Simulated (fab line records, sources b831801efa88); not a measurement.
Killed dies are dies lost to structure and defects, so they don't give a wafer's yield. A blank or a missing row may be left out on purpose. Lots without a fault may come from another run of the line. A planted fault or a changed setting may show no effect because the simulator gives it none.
fab line records | flow sky130
record lots=6 wafers=18 last_day=50
route steps=708 shown VT_ADJUST_NCORE@128 VT_ADJUST_HVTR@131
lots that met no fault: from a run of the same line without faults
start_h: hours from the record's first day to the start of the lot's first wafer shown | wait_h: hours since the lot's step before | " the same as in the row above | L1.1+2: a row that stands for several wafers | - no value, or no start given | * or withheld: withheld | < > ~ a bound
route shown NAME@n: a module of which the file shows steps, and the number in the route of the first | usual: mean/standard deviation of fault-free wafers | same: alike in all rows | chamber/n: place in a boat | sites: the reading at each site | _std_site: their standard deviation | _edge_site: outer sites' mean less inner sites' | radius_mm: how far each site lies from the wafer's centre | mask NAME#n: copy n | behind: the tool/chamber that last shaped the wafer | hold: why the lot was held/for how many hours/how that ended | device: the transistor (n, p or np) that didn't switch | end of line: the same wafers' tests at the end of the route | a step without rows: its recipe alone | killed: dies lost to structure and defects at the first sort, not the wafer's yield | map: a wafer's dies, x killed, . not, _ none there
set.NAME: the setting as run; set.NAME@STEP: as run at that earlier step | model.NAME: the simulator's own value behind a step, which no gauge read
lots at some steps of the route; a table a step, a row a wafer
services: from which hour (start_h, from the record's first day; less than 0 if before it) a tool's chamber was out of use, for how many hours, and why
## steps
# step SKY_VT_ADJUST_NCORE_IMPLANT_09
# recipe species=B energy_kev=10 dose_cm2=2.4e+12 tilt_deg=withheld
# step SKY_VT_ADJUST_NCORE_STRIP_10
# recipe chemistry=O2/N2 power_w=1400 pressure_mtorr=1500 platen_temp_c=withheld o2_flow_sccm=3000 n2_flow_sccm=300 overash_fraction=0.5
# usual drypump_motor_current_A=5.77/0.21 n2_flow_sccm=300.0/0.94 oes_product_au=0.715/0.0045 strip_time_to_endpoint_s=14.17/0.036
# same overash_fraction=0.5
# columns lot.wafer tool chamber start_h wait_h drypump_motor_current_A n2_flow_sccm oes_product_au rf_hours_counter_h strip_time_to_endpoint_s
L394.3 plasma_asher-02 1 186.36 0.1 5.49 301.5 0.713 - 14.20
L394.4 " 0 " " 6.10 298.8 0.708 - 14.27
L394.5 " 0 " " 6.10 300.0 0.711 - 14.25
L400.2 plasma_asher-04 1 220.61 0.1 5.67 299.9 0.707 54 14.17
L400.3 " 0 " " 5.63 301.3 0.716 - 14.14
L400.5 " 1 " " 5.66 299.5 0.718 - 14.18
L412.3 plasma_asher-02 0 305.46 0.1 6.08 299.4 0.711 - 14.17
L412.4 " 1 " " 5.46 298.5 0.711 - 14.14
L412.5 " 1 " " 5.47 299.5 0.714 - 14.19
L413.2 plasma_asher-04 1 310.27 0.1 5.74 298.5 0.717 62 14.12
L413.3 " 1 " " 5.73 300.6 0.719 - 14.14
L413.6 " 0 " " 5.64 299.5 0.712 - 14.15
L414.2 plasma_asher-01 1 315.92 0.1 5.76 299.5 0.712 48 14.15
L414.4 " 1 " " 5.77 300.6 0.722 - 14.14
L414.5 " 0 " " 6.00 298.8 0.715 - 14.10
L417.1 plasma_asher-04 1 360.06 0.1 5.69 301.9 0.725 66 14.22
L417.2 " 0 " " 5.63 300.1 0.721 66 14.23
L417.6 " 0 " " 5.62 299.8 0.714 - 14.18
# step SKY_VT_ADJUST_NCORE_TW_MEAS_11
# usual VT_ADJUST_NCORE_TW=218.0/1.3
# columns lot.wafer tool chamber start_h wait_h VT_ADJUST_NCORE_TW
L394.3 film_metro-03 - 186.45 0.1 217.5
L394.4 " - " " 217.6
L394.5 " - " " 217.1
L400.2 film_metro-04 - 220.72 0.1 220.0
L400.3 " - " " 221.1
L400.5 " - " " 220.0
L412.3 film_metro-01 - 305.55 0.1 219.6
L412.4 " - " " 217.7
L412.5 " - " " 218.0
L413.2 film_metro-03 - 310.38 0.1 217.5
L413.3 " - " " 218.1
L413.6 " - " " 217.2
L414.2 film_metro-03 - 316.03 0.1 217.1
L414.4 " - " " 219.1
L414.5 " - " " 217.4
L417.1 film_metro-03 - 360.16 0.1 217.4
L417.2 " - " " 216.7
L417.6 " - " " 219.0
# step SKY_VT_ADJUST_HVTR_DEHYDRATE_00
# recipe temp_c=200 time_s=60
# step SKY_VT_ADJUST_HVTR_HMDS_01
# recipe prime_time_s=60 prime_temp_c=120
# step SKY_VT_ADJUST_HVTR_COAT_02
# recipe resist=NOVOLAK spin_rpm=3000 resist_thk_nm=1140
# step SKY_VT_ADJUST_HVTR_SOFTBAKE_03
# recipe temp_c=90 time_s=60 resist=NOVOLAK
# step SKY_VT_ADJUST_HVTR_EXPOSE_04
# recipe mask_id=HVTRM target_cd_nm=380 na=0.6 source_shape=conventional sigma_outer=0.6 dose_mj=150
# step SKY_VT_ADJUST_HVTR_PEB_05
# recipe temp_c=withheld time_s=* resist=NOVOLAK
# step SKY_VT_ADJUST_HVTR_DEVELOP_06
# recipe develop_time_s=60 dev_temp_c=23
# step SKY_VT_ADJUST_HVTR_CD_MEAS_07
# recipe target_cd_nm=380
# usual cd_nm=380.5/2.3
# columns lot.wafer tool chamber start_h wait_h cd_nm
L394.3 cd_sem-02 - 208.15 0.1 381.9
L394.4 " - " " 381.1
L394.5 " - " " 380.2
L400.2 cd_sem-02 - 242.03 0.1 383.9
L400.3 " - " " 381.7
L400.5 " - " " 380.9
L412.3 cd_sem-01 - 330.80 0.1 379.0
L412.4 " - " " 378.7
L412.5 " - " " 377.4
L413.2 cd_sem-01 - 337.13 0.1 377.9
L413.3 " - " " 382.0
L413.6 " - " " 380.3
L414.2 cd_sem-01 - 342.08 0.1 379.2
L414.4 " - " " 380.1
L414.5 " - " " 383.4
L417.1 cd_sem-02 - 387.76 0.1 380.7
L417.2 " - " " 377.3
L417.6 " - " " 380.3
# step SKY_VT_ADJUST_HVTR_OVL_MEAS_08
# usual VT_ADJUST_HVTR_OVL=0.0/1.1
# columns lot.wafer tool chamber start_h wait_h VT_ADJUST_HVTR_OVL[nm]
L394.3 overlay-02 - 208.24 0.1 1.1
L394.4 " - " " -0.5
L394.5 " - " " 0.7
L400.2 overlay-02 - 242.13 0.1 -0.7
L400.3 " - " " -0.1
L400.5 " - " " 1.0
L412.3 overlay-01 - 330.90 0.1 -0.6
L412.4 " - " " -0.8
L412.5 " - " " -1.2
L413.2 overlay-02 - 337.23 0.1 0.0
L413.3 " - " " 1.4
L413.6 " - " " 1.0
L414.2 overlay-02 - 342.19 0.1 -2.3
L414.4 " - " " -0.8
L414.5 " - " " 0.0
L417.1 overlay-02 - 387.88 0.1 -1.1
L417.2 " - " " -2.0
L417.6 " - " " -1.1
# step SKY_VT_ADJUST_HVTR_IMPLANT_09
# recipe species=B energy_kev=10 dose_cm2=2.149e+12 tilt_deg=withheld
# usual beam_energy_keV=10.000/0.0029 beam_on_s=9.98/0.2 end_station_pressure_torr=5.02e-06/2.5e-07
# columns lot.wafer tool chamber start_h wait_h beam_energy_keV beam_on_s end_station_pressure_torr
L394.3 implanter-03 0 208.31 0.1 10.000 9.92 5.06e-06
L394.4 " 0 " " 10.001 10.09 5.04e-06
L394.5 " 0 " " 10.002 9.69 5.04e-06
L400.2 implanter-03 0 242.19 0.0 10.006 10.06 4.82e-06
L400.3 " 0 " " 10.004 9.86 4.9e-06
L400.5 " 0 " " 10.002 9.84 5.05e-06
L412.3 implanter-02 - 330.97 0.1 - - -
L412.4 " - " " - - -
L412.5 " - " " - - -
L413.2 implanter-03 - 337.29 0.0 - - -
L413.3 " - " " - - -
L413.6 " - " " - - -
L414.2 implanter-02 0 342.24 0.0 9.9989 10.24 5.03e-06
L414.4 " 0 " " 10.001 9.73 5.23e-06
L414.5 " 0 " " 10.000 9.73 5.01e-06
L417.1 implanter-03 0 388.35 0.5 10.002 10.36 5.13e-06
L417.2 " 0 " " 9.9995 10.18 4.89e-06
L417.6 " 0 " " 10.001 9.73 5.11e-06
# step SKY_VT_ADJUST_HVTR_STRIP_10
# recipe chemistry=O2/N2 power_w=1400 pressure_mtorr=1500 platen_temp_c=withheld o2_flow_sccm=3000 n2_flow_sccm=300 overash_fraction=0.5
# usual drypump_motor_current_A=5.5/0.47 n2_flow_sccm=299.8/0.84 oes_product_au=0.716/0.0049 strip_time_to_endpoint_s=14.17/0.039
# same overash_fraction=0.5
# columns lot.wafer tool chamber start_h wait_h drypump_motor_current_A n2_flow_sccm oes_product_au rf_hours_counter_h strip_time_to_endpoint_s
L394.3 plasma_asher-01 1 208.45 0.1 5.7 300.4 0.718 - 14.17
L394.4 " 0 " " 6.0 299.8 0.711 - 14.21
L394.5 " 1 " " 5.7 301.7 0.721 - 14.20
L400.2 plasma_asher-01 0 242.31 0.1 6.0 300.9 0.723 42 14.14
L400.3 " 1 " " 5.7 300.4 0.720 - 14.19
L400.5 " 1 " " 5.7 299.9 0.714 - 14.10
L412.3 plasma_asher-01 1 331.10 0.1 5.7 300.3 0.711 - 14.13
L412.4 " 0 " " 6.0 298.3 0.713 - 14.17
L412.5 " 1 " " 5.8 299.9 0.723 - 14.17
L413.2 plasma_asher-02 0 337.41 0.1 6.1 299.5 0.714 66 14.18
L413.3 " 1 " " 5.5 299.4 0.708 - 14.17
L413.6 " 1 " " 5.4 297.9 0.713 - 14.18
L414.2 plasma_asher-03 1 342.37 0.1 5.0 299.5 0.720 22 14.19
L414.4 " 1 " " 5.0 299.7 0.713 - 14.12
L414.5 " 0 " " 4.9 299.5 0.702 - 14.13
L417.1 plasma_asher-02 0 388.50 0.1 6.0 298.6 0.713 72 14.15
L417.2 " 1 " " 5.5 299.6 0.722 72 14.11
L417.6 " 1 " " 5.5 299.5 0.722 - 14.16
# step SKY_VT_ADJUST_HVTR_TW_MEAS_11
# usual VT_ADJUST_HVTR_TW=212.2/1.5
# columns lot.wafer tool chamber start_h wait_h VT_ADJUST_HVTR_TW
L394.3 film_metro-04 - 208.53 0.1 213.4
L394.4 " - " " 212.5
L394.5 " - " " 212.1
L400.2 film_metro-02 - 242.42 0.1 213.2
L400.3 " - " " 212.9
L400.5 " - " " 213.8
L412.3 film_metro-01 - 331.19 0.1 29.6
L412.4 " - " " 29.8
L412.5 " - " " 29.7
L413.2 film_metro-01 - 337.52 0.1 29.7
L413.3 " - " " 29.6
L413.6 " - " " 29.5
L414.2 film_metro-02 - 342.48 0.1 213.1
L414.4 " - " " 214.7
L414.5 " - " " 214.1
L417.1 film_metro-02 - 388.60 0.1 212.0
L417.2 " - " " 213.0
L417.6 " - " " 212.2
## services
# columns tool chamber start_h hours kind
plasma_asher-02 - 167.08 0.9 repair
plasma_asher-03 - 171.04 0.9 repair
implanter-03 - 202.02 2.9 repair
implanter-02 - 244.37 4.0 repair
implanter-03 - 244.53 11.1 pm
implanter-02 - 245.21 1.7 repair
plasma_asher-04 - 258.29 1.2 repair
plasma_asher-01 - 262.23 5.1 repair
implanter-02 - 267.84 4.0 pm
plasma_asher-03 - 273.48 0.4 repair
implanter-03 - 295.72 2.9 repair
plasma_asher-01 - 321.18 0.5 repair
plasma_asher-04 - 331.88 2.0 repair
plasma_asher-04 - 339.27 4.0 repair
plasma_asher-04 - 346.81 2.8 pm
plasma_asher-03 - 367.90 11.1 repair
implanter-02 - 375.42 3.0 repair
## key
first_sign step=SKY_VT_ADJUST_HVTR_IMPLANT_09 reading=tool_record direction=missing
effect step=SKY_VT_ADJUST_HVTR_TW_MEAS_11 reading=VT_ADJUST_HVTR_TW direction=down sigmas=99+ usual=212.2 struck=29.6
met_at SKY_VT_ADJUST_HVTR_IMPLANT_09
struck_wafers L412.3,L412.4,L412.5,L413.2,L413.3,L413.6
later_rows_left_out L412.3,L412.4,L412.5,L413.2,L413.3,L413.6
sort_left_out L412.3,L412.4,L412.5,L413.2,L413.3,L413.6
tester_left_out L412,L413
onset_between 242.19 330.97
fault kind=skipped_step_whole tool=implanter-02,implanter-03 chamber=- onset_h=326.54 steps=SKY_VT_ADJUST_HVTR_IMPLANT_09 scope=struck_lots_only
# tester_left_out: of these lots the tester's yield and bins aren't shown, on N5 and GAA mostly nor the transistor test; their killed dies are dies lost to structure and defects alone, not to doping, threshold or leakage, so they don't give the yield
# sort_left_out: the simulated sort isn't trusted on such a fault, so these wafers' sort isn't shown, and their yield isn't known
# later_rows_left_out: the simulator's readings of these wafers behind a module that went badly wrong aren't trusted and aren't shown, but for the sort
